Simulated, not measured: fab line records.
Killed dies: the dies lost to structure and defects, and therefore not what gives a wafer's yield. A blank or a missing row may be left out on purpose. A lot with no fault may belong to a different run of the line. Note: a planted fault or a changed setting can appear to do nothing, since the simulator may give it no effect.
fab line records ; flow sky130 ; part 1 of 2: steps 1 to 26 of 38
[record] lots = 5; wafers = 15; last-day = 49
route steps=708 shown VIA2@512 METAL3@532 CAPM@537
lots untouched by any fault: they come from a run of this same line in which no faults occurred
start-h: the number of hours between the record's first day and the start of the first shown wafer of the lot ; wait-h: time in hours since the lot's previous step ; " identical to the entry in the row above ; L1.1+2: several wafers, shown together as one row ; - no value present, or no start provided ; * or withheld: withheld ; < > ~ a bound
route shown NAME@n: a module of which the file shows steps, and the number in the route of the first ; usual: average and standard deviation across the fault-free wafers ; same: alike in all rows ; chamber/n: place in a boat ; sites: per-site readings ; _std_site: how widely they spread, as a standard deviation ; _edge_site: the outer-site mean with the inner-site mean subtracted ; radius-mm: for every site, how far away it sits from the centre of the wafer ; mask NAME#n: copy n ; behind: tool/chamber where the wafer was last shaped ; hold: cause of the lot's hold/its duration in hours/its outcome ; device: which transistor (n, p or np) failed to switch ; end of line: tests run on the same wafers once the route is complete ; where a step has no rows: the recipe by itself ; killed: dies that structure and defects cost at the first sort, which is not the same as the wafer's yield ; map: shows each die of a wafer: x if killed, . if not, _ if none is there
set.NAME: the run value of the setting; set.NAME@STEP: its run value at that earlier step ; model.NAME: the simulator's own value behind a step, which no gauge read
certain route steps with their lots: each step a table, each wafer a row
services: a tool's chamber out of use, with start hour (start-h, from the record's first day; less than 0 if before it), hours out, and reason
[[steps]]
[step SKY_VIA2_HMDS_05]
[recipe] prime-time-s = 60; prime-temp-c = 120
lot.wafer;tool;chamber;start-h;wait-h
L075.2+5+6;litho-track-03;0;835.86;0.1
L076.1+2+5;litho-track-03;0;884.58;0.1
L078.1+5+6;litho-track-01;0;885.15;0.1
L088.2+3+6;litho-track-01;0;934.78;0.1
L092.2+3+5;litho-track-03;0;970.06;0.1
[step SKY_VIA2_COAT_06]
[recipe] resist = BARC; temp-c = withheld; time-s = withheld; spin-rpm = 3000; resist-thk-nm = 60
lot.wafer;tool;chamber;start-h;wait-h
L075.2+5+6;litho-track-03;0;836.01;0.1
L076.1+2+5;litho-track-03;0;884.73;0.1
L078.1+5+6;litho-track-01;0;885.30;0.1
L088.2+3+6;litho-track-01;0;934.93;0.1
L092.2+3+5;litho-track-03;0;970.21;0.1
[step SKY_VIA2_COAT_07]
[recipe] resist = KrF-thick; spin-rpm = 3000; resist-thk-nm = 450
lot.wafer;tool;chamber;start-h;wait-h
L075.2+5+6;litho-track-03;0;-;-
L076.1+2+5;litho-track-03;0;-;-
L078.1+5+6;litho-track-01;0;-;-
L088.2+3+6;litho-track-01;0;-;-
L092.2+3+5;litho-track-03;0;-;-
[step SKY_VIA2_SOFTBAKE_08]
[recipe] temp-c = 100; time-s = 90; resist = KrF-thick
[usual] plate-temp-C = 99.99/0.12
lot.wafer;tool;chamber;start-h;wait-h;plate-temp-C
L075.2;litho-track-03;0;-;-;99.97
L075.5;litho-track-03;0;-;-;100.09
L075.6;litho-track-03;0;-;-;99.98
L076.1;litho-track-03;0;-;-;99.99
L076.2;litho-track-03;0;-;-;100.00
L076.5;litho-track-03;0;-;-;100.12
L078.1;litho-track-01;0;-;-;99.94
L078.5;litho-track-01;0;-;-;99.97
L078.6;litho-track-01;0;-;-;99.99
L088.2;litho-track-01;0;-;-;99.86
L088.3;litho-track-01;0;-;-;99.83
L088.6;litho-track-01;0;-;-;99.88
L092.2;litho-track-03;0;-;-;99.95
L092.3;litho-track-03;0;-;-;99.99
L092.5;litho-track-03;0;-;-;100.08
[step SKY_VIA2_EXPOSE_09]
[recipe] mask-id = VIM2; na = 0.8; source-shape = annular; sigma-inner = 0.55; sigma-outer = 0.85; target-cd-nm = 200; dose-mj = 38
lot.wafer;tool;chamber;start-h;wait-h;mask
L075.2+5+6;krf-scanner-02;0;-;-;VIM2#0
L076.1+2+5;krf-scanner-02;0;-;-;VIM2#0
L078.1+5+6;krf-scanner-02;0;-;-;VIM2#0
L088.2+3+6;krf-scanner-02;0;-;-;VIM2#0
L092.2+3+5;krf-scanner-02;0;-;-;VIM2#0
[step SKY_VIA2_PEB_10]
[recipe] peb-temp-c = withheld; peb-time-s = withheld; resist = KrF-thick
lot.wafer;tool;chamber;start-h;wait-h
L075.2+5+6;litho-track-03;0;-;-
L076.1+2+5;litho-track-02;0;-;-
L078.1+5+6;litho-track-01;0;-;-
L088.2+3+6;litho-track-02;0;-;-
L092.2+3+5;litho-track-03;0;-;-
[step SKY_VIA2_DEVELOP_11]
[recipe] develop-time-s = 60; resist = KrF-thick; dev-temp-c = 21
lot.wafer;tool;chamber;start-h;wait-h
L075.2+5+6;litho-track-03;0;-;-
L076.1+2+5;litho-track-02;0;-;-
L078.1+5+6;litho-track-01;0;-;-
L088.2+3+6;litho-track-02;0;-;-
L092.2+3+5;litho-track-03;0;-;-
[step SKY_VIA2_CD_MEAS_12]
[recipe] target-cd-nm = 200
[usual] cd-nm = 200.5/1.4
lot.wafer;tool;chamber;start-h;wait-h;cd-nm
L075.2;cd-sem-01;-;849.20;-;198.7
L075.5;cd-sem-01;-;849.20;-;198.5
L075.6;cd-sem-01;-;849.20;-;198.2
L076.1;cd-sem-02;-;898.77;-;202.0
L076.2;cd-sem-02;-;898.77;-;202.2
L076.5;cd-sem-02;-;898.77;-;202.1
L078.1;cd-sem-02;-;899.20;-;203.5
L078.5;cd-sem-02;-;899.20;-;201.6
L078.6;cd-sem-02;-;899.20;-;201.2
L088.2;cd-sem-01;-;947.64;-;199.9
L088.3;cd-sem-01;-;947.64;-;199.2
L088.6;cd-sem-01;-;947.64;-;199.9
L092.2;cd-sem-01;-;982.75;-;198.3
L092.3;cd-sem-01;-;982.75;-;199.7
L092.5;cd-sem-01;-;982.75;-;200.1
[step SKY_VIA2_OVL_MEAS_13]
[usual] VIA2_OVL = -2/5.5
lot.wafer;tool;chamber;start-h;wait-h;VIA2_OVL[nm]
L075.2;overlay-01;-;849.31;0.1;-3
L075.5;overlay-01;-;849.31;0.1;0
L075.6;overlay-01;-;849.31;0.1;-6
L076.1;overlay-02;-;898.89;0.1;4
L076.2;overlay-02;-;898.89;0.1;-2
L076.5;overlay-02;-;898.89;0.1;1
L078.1;overlay-02;-;899.32;0.1;17
L078.5;overlay-02;-;899.32;0.1;8
L078.6;overlay-02;-;899.32;0.1;2
L088.2;overlay-02;-;947.75;0.1;6
L088.3;overlay-02;-;947.75;0.1;-2
L088.6;overlay-02;-;947.75;0.1;-5
L092.2;overlay-02;-;982.86;0.1;-5
L092.3;overlay-02;-;982.86;0.1;-7
L092.5;overlay-02;-;982.86;0.1;-10
[step SKY_VIA2_ETCH_14]
[recipe] chemistry = N2/H2; target = BARC; ion-energy-ev = 200; source-w = 500; bias-w = 100; pressure-mtorr = 30; n2-flow-sccm = 100; h2-flow-sccm = 200; stop-on = SiO2; time-s = 45.9; target-depth-a = 600
[usual] drypump-motor-current-A = 5.9/0.38; oes-product-au = 0.855/0.0049; throttle-valve-pct = 13.224/0.0094
lot.wafer;tool;chamber;start-h;wait-h;drypump-motor-current-A;oes-product-au;rf-hours-counter-h;throttle-valve-pct
L075.2;rie-diel-03;0;849.34;0.0;6.6;0.857;25;13.233
L075.5;rie-diel-03;0;849.34;0.0;6.6;0.853;-;13.230
L075.6;rie-diel-03;1;849.34;0.0;5.3;0.850;-;13.230
L076.1;rie-diel-02;3;898.93;0.0;5.3;0.853;14;13.220
L076.2;rie-diel-02;1;898.93;0.0;5.5;0.854;7;13.206
L076.5;rie-diel-02;3;898.93;0.0;5.3;0.859;-;13.233
L078.1;rie-diel-03;3;899.36;0.0;5.7;0.844;19;13.229
L078.5;rie-diel-03;3;899.36;0.0;5.7;0.853;-;13.218
L078.6;rie-diel-03;2;899.36;0.0;6.0;0.856;-;13.217
L088.2;rie-diel-03;0;947.78;0.0;6.7;0.851;28;13.223
L088.3;rie-diel-03;2;947.78;0.0;6.0;0.854;8;13.219
L088.6;rie-diel-03;3;947.78;0.0;5.7;0.854;-;13.222
L092.2;rie-diel-04;2;982.89;0.0;6.0;0.857;3;13.218
L092.3;rie-diel-04;3;982.89;0.0;6.0;0.861;0;13.234
L092.5;rie-diel-04;3;982.89;0.0;6.0;0.858;-;13.229
[step SKY_VIA2_ETCH_15]
[recipe] target = SiO2; chemistry = C4F8/O2/Ar; target-depth-nm = 546; stop-on = TiN; mask-material = KrF-thick; source-w = 1500; bias-w = 1200; pressure-mtorr = 40; c4f8-flow-sccm = withheld; O2_flow_sccm = 6; Ar_flow_sccm = 300; time-s = 84
[usual] oes-product-au = 0.940/0.0045
lot.wafer;tool;chamber;start-h;wait-h;oes-product-au;rf-hours-counter-h
L075.2;rie-diel-03;0;849.38;0.0;0.941;25
L075.5;rie-diel-03;0;849.38;0.0;0.947;-
L075.6;rie-diel-03;1;849.38;0.0;0.938;-
L076.1;rie-diel-02;3;898.97;0.0;0.932;14
L076.2;rie-diel-02;1;898.97;0.0;0.938;7
L076.5;rie-diel-02;3;898.97;0.0;0.944;-
L078.1;rie-diel-03;3;899.40;0.0;0.944;19
L078.5;rie-diel-03;3;899.40;0.0;0.943;-
L078.6;rie-diel-03;2;899.40;0.0;0.940;-
L088.2;rie-diel-03;0;947.82;0.0;0.936;28
L088.3;rie-diel-03;2;947.82;0.0;0.937;8
L088.6;rie-diel-03;3;947.82;0.0;0.937;-
L092.2;rie-diel-04;2;982.93;0.0;0.934;3
L092.3;rie-diel-04;3;982.93;0.0;0.939;0
L092.5;rie-diel-04;3;982.93;0.0;0.944;-
[step SKY_VIA2_STRIP_16]
[recipe] chemistry = O2/N2; power-w = 1400; pressure-mtorr = 1500; platen-temp-c = withheld; o2-flow-sccm = 3000; n2-flow-sccm = 300; overash-fraction = 0.5
[usual] drypump-motor-current-A = 5.5/0.41; o2-flow-sccm = 3000/8.9; oes-product-au = 0.399/0.0044; strip-time-to-endpoint-s = 4.058/0.021
[same] overash-fraction = 0.5
lot.wafer;tool;chamber;start-h;wait-h;drypump-motor-current-A;o2-flow-sccm;oes-product-au;rf-hours-counter-h;strip-time-to-endpoint-s
L075.2;plasma-asher-02;0;849.44;0.0;5.1;3004;0.394;69;4.043
L075.5;plasma-asher-02;1;849.44;0.0;5.8;2987;0.405;-;4.039
L075.6;plasma-asher-02;0;849.44;0.0;5.1;3004;0.407;-;4.058
L076.1;plasma-asher-02;1;899.04;0.0;5.8;2993;0.396;74;4.053
L076.2;plasma-asher-02;0;899.04;0.0;5.1;3007;0.393;74;4.056
L076.5;plasma-asher-02;0;899.04;0.0;5.1;2992;0.403;-;4.050
L078.1;plasma-asher-03;0;899.46;0.0;5.6;3016;0.404;15;4.047
L078.5;plasma-asher-03;1;899.46;0.0;5.9;2997;0.400;-;4.064
L078.6;plasma-asher-03;0;899.46;0.0;5.6;3012;0.395;-;4.065
L088.2;plasma-asher-02;1;947.89;0.0;5.8;3000;0.394;79;4.064
L088.3;plasma-asher-02;0;947.89;0.0;5.1;2998;0.408;-;4.054
L088.6;plasma-asher-02;0;947.89;0.0;5.1;3007;0.397;-;4.065
L092.2;plasma-asher-02;0;983.00;0.0;5.1;3004;0.398;82;4.065
L092.3;plasma-asher-02;1;983.00;0.0;5.8;2993;0.401;-;4.069
L092.5;plasma-asher-02;1;983.00;0.0;5.8;3005;0.394;-;4.050
[step SKY_VIA2_STRIP_17]
[recipe] chemistry = post-etch-residue-remover; time-s = 1200; temp-c = 72.5
[usual] bath-heat-duty-pct = 14.5/1.2
lot.wafer;tool;chamber;start-h;wait-h;bath-heat-duty-pct
L075.2;wet-bench-01;0;849.54;0.1;14.9
L075.5;wet-bench-01;0;849.54;0.1;14.0
L075.6;wet-bench-01;0;849.54;0.1;14.2
L076.1;wet-bench-02;0;899.14;0.1;17.1
L076.2;wet-bench-02;0;899.14;0.1;16.7
L076.5;wet-bench-02;0;899.14;0.1;17.2
L078.1;wet-bench-02;0;899.56;0.1;17.9
L078.5;wet-bench-02;0;899.56;0.1;18.9
L078.6;wet-bench-02;0;899.56;0.1;17.2
L088.2;wet-bench-02;3;947.99;0.1;15.0
L088.3;wet-bench-02;3;947.99;0.1;13.4
L088.6;wet-bench-02;3;947.99;0.1;14.9
L092.2;wet-bench-01;2;983.11;0.1;13.0
L092.3;wet-bench-01;2;983.11;0.1;13.9
L092.5;wet-bench-01;2;983.11;0.1;13.4
[step SKY_VIA2_CLEAN_18]
[recipe] chemistry = IPA; time-s = 180; temp-c = 25
[usual] bath-heat-duty-pct = 6.2/0.78
lot.wafer;tool;chamber;start-h;wait-h;bath-heat-duty-pct
L075.2;wet-bench-01;3;849.89;0.0;6.1
L075.5;wet-bench-01;3;849.89;0.0;7.1
L075.6;wet-bench-01;3;849.89;0.0;6.8
L076.1;wet-bench-01;2;899.48;0.0;5.4
L076.2;wet-bench-01;2;899.48;0.0;6.4
L076.5;wet-bench-01;2;899.48;0.0;5.7
L078.1;wet-bench-02;1;899.90;0.0;5.7
L078.5;wet-bench-02;1;899.90;0.0;6.0
L078.6;wet-bench-02;1;899.90;0.0;5.7
L088.2;wet-bench-01;0;948.33;0.0;6.5
L088.3;wet-bench-01;0;948.33;0.0;6.4
L088.6;wet-bench-01;0;948.33;0.0;5.9
L092.2;wet-bench-02;1;983.48;0.0;5.7
L092.3;wet-bench-02;1;983.48;0.0;5.4
L092.5;wet-bench-02;1;983.48;0.0;6.1
[step SKY_VIA2_CLEAN_19]
[recipe] chemistry = O3/DIW; dry = n2-spin
lot.wafer;tool;chamber;start-h;wait-h
L075.2+5+6;wet-bench-02;2;849.94;0.0
L076.1+2+5;wet-bench-03;3;899.54;0.0
L078.1+5+6;wet-bench-02;2;899.96;0.0
L088.2+3+6;wet-bench-03;2;948.39;0.0
L092.2+3+5;wet-bench-03;1;983.54;0.0
[step SKY_VIA2_SPUTTER_20]
[recipe] material = TiN; target-thk-nm = 20; chamber-pressure-pa = 5; power-w = 4000; time-s = 80
[usual] cathode-dc-power-W = 4000.0/0.67; throttle-valve-pct = 30.1/1.1
lot.wafer;tool;chamber;start-h;wait-h;cathode-dc-power-W;throttle-valve-pct
L075.2;pvd-sputter-03;-;850.04;0.0;4000.7;28.4
L075.5;pvd-sputter-03;-;850.04;0.0;3998.9;28.9
L075.6;pvd-sputter-03;-;850.04;0.0;4000.5;30.6
L076.1;pvd-sputter-02;-;899.63;0.0;3999.5;31.3
L076.2;pvd-sputter-02;-;899.63;0.0;3999.3;30.4
L076.5;pvd-sputter-02;-;899.63;0.0;4000.4;28.8
L078.1;pvd-sputter-04;-;900.05;0.0;3999.5;31.0
L078.5;pvd-sputter-04;-;900.05;0.0;4000.4;30.9
L078.6;pvd-sputter-04;-;900.05;0.0;3999.3;31.4
L088.2;pvd-sputter-03;-;948.49;0.0;4000.5;28.5
L088.3;pvd-sputter-03;-;948.49;0.0;4000.4;27.9
L088.6;pvd-sputter-03;-;948.49;0.0;4001.6;28.6
L092.2;pvd-sputter-03;-;983.63;0.0;3999.5;30.9
L092.3;pvd-sputter-03;-;983.63;0.0;3999.9;27.8
L092.5;pvd-sputter-03;-;983.63;0.0;4000.4;28.4
[step SKY_VIA2_CVD_21]
[recipe] material = W; target-thk-nm = 420; time-s = 126.4; temp-c = 400; pressure-torr = 40
[usual] heater-power-w = 844/92
lot.wafer;tool;chamber;start-h;wait-h;heater-power-w
L075.2;cvd-w-01;0;850.10;0.0;957
L075.5;cvd-w-01;1;850.10;0.0;759
L075.6;cvd-w-01;0;850.10;0.0;948
L076.1;cvd-w-02;0;899.69;0.0;956
L076.2;cvd-w-02;1;899.69;0.0;763
L076.5;cvd-w-02;1;899.69;0.0;754
L078.1;cvd-w-01;0;900.12;0.0;969
L078.5;cvd-w-01;0;900.12;0.0;951
L078.6;cvd-w-01;1;900.12;0.0;766
L088.2;cvd-w-02;0;948.55;0.0;934
L088.3;cvd-w-02;0;948.55;0.0;925
L088.6;cvd-w-02;1;948.55;0.0;766
L092.2;cvd-w-02;1;983.69;0.0;783
L092.3;cvd-w-02;1;983.69;0.0;770
L092.5;cvd-w-02;1;983.69;0.0;768
[step SKY_VIA2_RS_MEAS_22]
[recipe] thk-meas-gauge = four-point-probe; reads = W_of_VIA2_CVD_21+TiN_of_VIA2_SPUTTER_20
[usual] VIA2_W_RS = 0.273/0.0044
lot.wafer;tool;chamber;start-h;wait-h;VIA2_W_RS[ohm/sq]
L075.2;film-metro-04;-;850.25;0.1;0.271
L075.5;film-metro-04;-;850.25;0.1;0.274
L075.6;film-metro-04;-;850.25;0.1;0.272
L076.1;film-metro-02;-;899.82;0.1;0.275
L076.2;film-metro-02;-;899.82;0.1;0.273
L076.5;film-metro-02;-;899.82;0.1;0.276
L078.1;film-metro-02;-;900.25;0.1;0.270
L078.5;film-metro-02;-;900.25;0.1;0.269
L078.6;film-metro-02;-;900.25;0.1;0.271
L088.2;film-metro-04;-;948.70;0.1;0.277
L088.3;film-metro-04;-;948.70;0.1;0.274
L088.6;film-metro-04;-;948.70;0.1;0.261
L092.2;film-metro-02;-;983.84;0.1;0.264
L092.3;film-metro-02;-;983.84;0.1;0.263
L092.5;film-metro-02;-;983.84;0.1;0.261
[step SKY_VIA2_THK_MEAS_23]
[recipe] thk-meas-gauge = xrf; reads = W_of_VIA2_CVD_21
[usual] VIA2_W_THK = 412/7.4
lot.wafer;tool;chamber;start-h;wait-h;VIA2_W_THK[nm]
L075.2;film-metro-04;-;850.36;0.1;415
L075.5;film-metro-04;-;850.36;0.1;408
L075.6;film-metro-04;-;850.36;0.1;412
L076.1;film-metro-02;-;899.94;0.1;405
L076.2;film-metro-02;-;899.94;0.1;409
L076.5;film-metro-02;-;899.94;0.1;404
L078.1;film-metro-02;-;900.37;0.1;416
L078.5;film-metro-02;-;900.37;0.1;413
L078.6;film-metro-02;-;900.37;0.1;411
L088.2;film-metro-04;-;948.81;0.1;409
L088.3;film-metro-04;-;948.81;0.1;414
L088.6;film-metro-04;-;948.81;0.1;430
L092.2;film-metro-02;-;983.95;0.1;423
L092.3;film-metro-02;-;983.95;0.1;421
L092.5;film-metro-02;-;983.95;0.1;427
[step SKY_VIA2_CMP_24]
[recipe] stop-on = SiO2; t-overpolish-s = 20; down-force-psi = 3.5; platen-rpm = 60; target-thk-nm = 0; pad-velocity-m-s = 0.94248
[usual] motor-current-A = 11.4/1.4; overpolish-run-s = 20.000/0.0081; time-to-endpoint-s = 102/4.2
lot.wafer;tool;chamber;start-h;wait-h;motor-current-A;overpolish-run-s;time-to-endpoint-s
L075.2;cmp-02;1;850.41;0.0;11.9;19.999;100
L075.6;cmp-02;1;850.41;0.0;11.7;19.995;99
L075.5;cmp-02;2;850.41;0.0;10.6;20.007;97
L076.1;cmp-01;0;900.05;0.1;10.7;19.992;103
L076.2;cmp-01;2;900.05;0.1;12.4;20.004;105
L076.5;cmp-01;3;900.05;0.1;13.7;20.002;105
L078.1;cmp-02;0;900.58;0.2;9.3;20.006;94
L078.6;cmp-02;1;900.58;0.2;11.4;19.998;95
L078.5;cmp-02;2;900.58;0.2;10.5;19.990;98
L088.2;cmp-01;3;948.91;0.1;13.7;20.000;99
L088.3;cmp-01;0;948.91;0.1;10.2;19.991;100
L088.6;cmp-01;2;948.91;0.1;13.1;19.997;106
L092.3;cmp-01;0;984.00;0.0;10.2;20.009;109
L092.2;cmp-01;3;984.00;0.0;13.8;20.014;107
L092.5;cmp-01;0;984.00;0.0;10.4;19.996;109
[step SKY_METAL3_SPUTTER_00]
[recipe] material = Ti; target-thk-nm = 15; power-w = 3000; time-s = 10; chamber-pressure-pa = 0.4
[usual] cathode-dc-power-W = 2999.9/0.54; throttle-valve-pct = 29.8/1.2
lot.wafer;tool;chamber;start-h;wait-h;cathode-dc-power-W;throttle-valve-pct
L075.2;pvd-sputter-03;-;850.71;0.2;2999.9;30.5
L075.5;pvd-sputter-03;-;850.71;0.2;2998.6;28.1
L075.6;pvd-sputter-03;-;850.71;0.2;2999.8;30.5
L076.1;pvd-sputter-03;-;900.30;0.2;2999.2;28.8
L076.2;pvd-sputter-03;-;900.30;0.2;2999.5;30.7
L076.5;pvd-sputter-03;-;900.30;0.2;2999.4;27.6
L078.1;pvd-sputter-04;-;900.73;0.1;2998.9;31.2
L078.5;pvd-sputter-04;-;900.73;0.1;2999.0;31.2
L078.6;pvd-sputter-04;-;900.73;0.1;2999.9;30.2
L088.2;pvd-sputter-04;-;949.16;0.2;2999.9;30.3
L088.3;pvd-sputter-04;-;949.16;0.2;3000.0;31.0
L088.6;pvd-sputter-04;-;949.16;0.2;3000.2;30.8
L092.2;pvd-sputter-04;-;984.30;0.1;2999.6;30.0
L092.3;pvd-sputter-04;-;984.30;0.1;2999.2;31.5
L092.5;pvd-sputter-04;-;984.30;0.1;2999.9;31.2
[step SKY_METAL3_SPUTTER_01]
[recipe] material = TiN; target-thk-nm = 20; power-w = 6500; time-s = 16.7; chamber-pressure-pa = 0.4
[usual] cathode-dc-power-W = 6499.9/1.1; throttle-valve-pct = 29.8/1.2
lot.wafer;tool;chamber;start-h;wait-h;cathode-dc-power-W;throttle-valve-pct
L075.2;pvd-sputter-03;-;850.73;0.0;6500.9;30.8
L075.5;pvd-sputter-03;-;850.73;0.0;6501.1;27.9
L075.6;pvd-sputter-03;-;850.73;0.0;6499.3;30.6
L076.1;pvd-sputter-03;-;900.32;0.0;6500.3;28.4
L076.2;pvd-sputter-03;-;900.32;0.0;6499.9;30.3
L076.5;pvd-sputter-03;-;900.32;0.0;6497.3;27.6
L078.1;pvd-sputter-04;-;900.75;0.0;6499.0;31.1
L078.5;pvd-sputter-04;-;900.75;0.0;6500.3;31.3
L078.6;pvd-sputter-04;-;900.75;0.0;6497.9;30.6
L088.2;pvd-sputter-04;-;949.18;0.0;6500.0;30.5
L088.3;pvd-sputter-04;-;949.18;0.0;6500.4;30.8
L088.6;pvd-sputter-04;-;949.18;0.0;6498.4;30.5
L092.2;pvd-sputter-04;-;984.33;0.0;6497.7;30.1
L092.3;pvd-sputter-04;-;984.33;0.0;6498.8;31.1
L092.5;pvd-sputter-04;-;984.33;0.0;6500.4;31.5
[step SKY_METAL3_SPUTTER_02]
[recipe] material = AlCu; target-thk-nm = 735; power-w = 10600; time-s = 39.1; chamber-pressure-pa = 0.4
[usual] cathode-dc-power-W = 10600/1.9; throttle-valve-pct = 29.8/1.2
lot.wafer;tool;chamber;start-h;wait-h;cathode-dc-power-W;throttle-valve-pct
L075.2;pvd-sputter-03;-;850.76;0.0;10597;30.7
L075.5;pvd-sputter-03;-;850.76;0.0;10600;28.2
L075.6;pvd-sputter-03;-;850.76;0.0;10605;30.3
L076.1;pvd-sputter-03;-;900.35;0.0;10602;28.7
L076.2;pvd-sputter-03;-;900.35;0.0;10599;30.7
L076.5;pvd-sputter-03;-;900.35;0.0;10602;28.2
L078.1;pvd-sputter-04;-;900.77;0.0;10599;31.0
L078.5;pvd-sputter-04;-;900.77;0.0;10601;31.2
L078.6;pvd-sputter-04;-;900.77;0.0;10600;30.4
L088.2;pvd-sputter-04;-;949.21;0.0;10602;30.5
L088.3;pvd-sputter-04;-;949.21;0.0;10601;31.1
L088.6;pvd-sputter-04;-;949.21;0.0;10599;30.1
L092.2;pvd-sputter-04;-;984.35;0.0;10601;29.8
L092.3;pvd-sputter-04;-;984.35;0.0;10599;31.3
L092.5;pvd-sputter-04;-;984.35;0.0;10604;31.3
[step SKY_METAL3_SPUTTER_03]
[recipe] material = Ti; target-thk-nm = 5; power-w = 3000; time-s = 3.3; chamber-pressure-pa = 0.4
[usual] cathode-dc-power-W = 3000.0/0.58; throttle-valve-pct = 29.8/1.1
lot.wafer;tool;chamber;start-h;wait-h;cathode-dc-power-W;throttle-valve-pct
L075.2;pvd-sputter-03;-;850.79;0.0;3000.0;30.9
L075.5;pvd-sputter-03;-;850.79;0.0;3001.3;28.0
L075.6;pvd-sputter-03;-;850.79;0.0;3000.2;30.4
L076.1;pvd-sputter-03;-;900.39;0.0;3000.1;28.6
L076.2;pvd-sputter-03;-;900.39;0.0;3000.0;30.6
L076.5;pvd-sputter-03;-;900.39;0.0;3000.1;27.7
L078.1;pvd-sputter-04;-;900.81;0.0;2999.6;31.1
L078.5;pvd-sputter-04;-;900.81;0.0;2999.2;31.2
L078.6;pvd-sputter-04;-;900.81;0.0;3001.1;30.4
L088.2;pvd-sputter-04;-;949.24;0.0;3000.4;30.5
L088.3;pvd-sputter-04;-;949.24;0.0;3000.1;31.3
L088.6;pvd-sputter-04;-;949.24;0.0;2999.3;30.4
L092.2;pvd-sputter-04;-;984.39;0.0;2999.9;29.8
L092.3;pvd-sputter-04;-;984.39;0.0;3000.4;31.3
L092.5;pvd-sputter-04;-;984.39;0.0;2999.5;31.2
[step SKY_METAL3_SPUTTER_04]
[recipe] material = TiN; target-thk-nm = 70; power-w = 6500; time-s = 58.3; chamber-pressure-pa = 0.4
[usual] cathode-dc-power-W = 6500.0/1.2; throttle-valve-pct = 29.8/1.2
lot.wafer;tool;chamber;start-h;wait-h;cathode-dc-power-W;throttle-valve-pct
L075.2;pvd-sputter-03;-;850.81;0.0;6497.3;30.6
L075.5;pvd-sputter-03;-;850.81;0.0;6500.5;28.0
L075.6;pvd-sputter-03;-;850.81;0.0;6499.8;30.4
L076.1;pvd-sputter-03;-;900.40;0.0;6501.1;28.3
L076.2;pvd-sputter-03;-;900.40;0.0;6500.8;30.8
L076.5;pvd-sputter-03;-;900.40;0.0;6500.2;28.0
L078.1;pvd-sputter-04;-;900.83;0.0;6500.4;31.1
L078.5;pvd-sputter-04;-;900.83;0.0;6497.8;31.6
L078.6;pvd-sputter-04;-;900.83;0.0;6497.7;30.4
L088.2;pvd-sputter-04;-;949.26;0.0;6500.2;30.3
L088.3;pvd-sputter-04;-;949.26;0.0;6500.4;30.9
L088.6;pvd-sputter-04;-;949.26;0.0;6497.9;30.6
L092.2;pvd-sputter-04;-;984.41;0.0;6499.0;29.8
L092.3;pvd-sputter-04;-;984.41;0.0;6499.6;30.9
L092.5;pvd-sputter-04;-;984.41;0.0;6501.1;31.4
[step SKY_CAPM_CVD_00]
[recipe] material = SiO2; target-thk-nm = 15.5; temp-c = 400; time-s = withheld; rf-w = 450
[usual] heater-power-w = 646/83
lot.wafer;tool;chamber;start-h;wait-h;heater-power-w
L075.2;pecvd-03;1;850.86;0.0;713
L075.5;pecvd-03;0;850.86;0.0;722
L075.6;pecvd-03;1;850.86;0.0;740
L076.1;pecvd-03;2;900.45;0.0;707
L076.2;pecvd-03;1;900.45;0.0;671
L076.5;pecvd-03;1;900.45;0.0;651
L078.1;pecvd-02;1;900.88;0.0;697
L078.5;pecvd-02;0;900.88;0.0;567
L078.6;pecvd-02;1;900.88;0.0;558
L088.2;pecvd-02;2;949.31;0.0;658
L088.3;pecvd-02;1;949.31;0.0;654
L088.6;pecvd-02;0;949.31;0.0;507
L092.2;pecvd-04;1;984.46;0.0;514
L092.3;pecvd-04;2;984.46;0.0;742
L092.5;pecvd-04;1;984.46;0.0;505
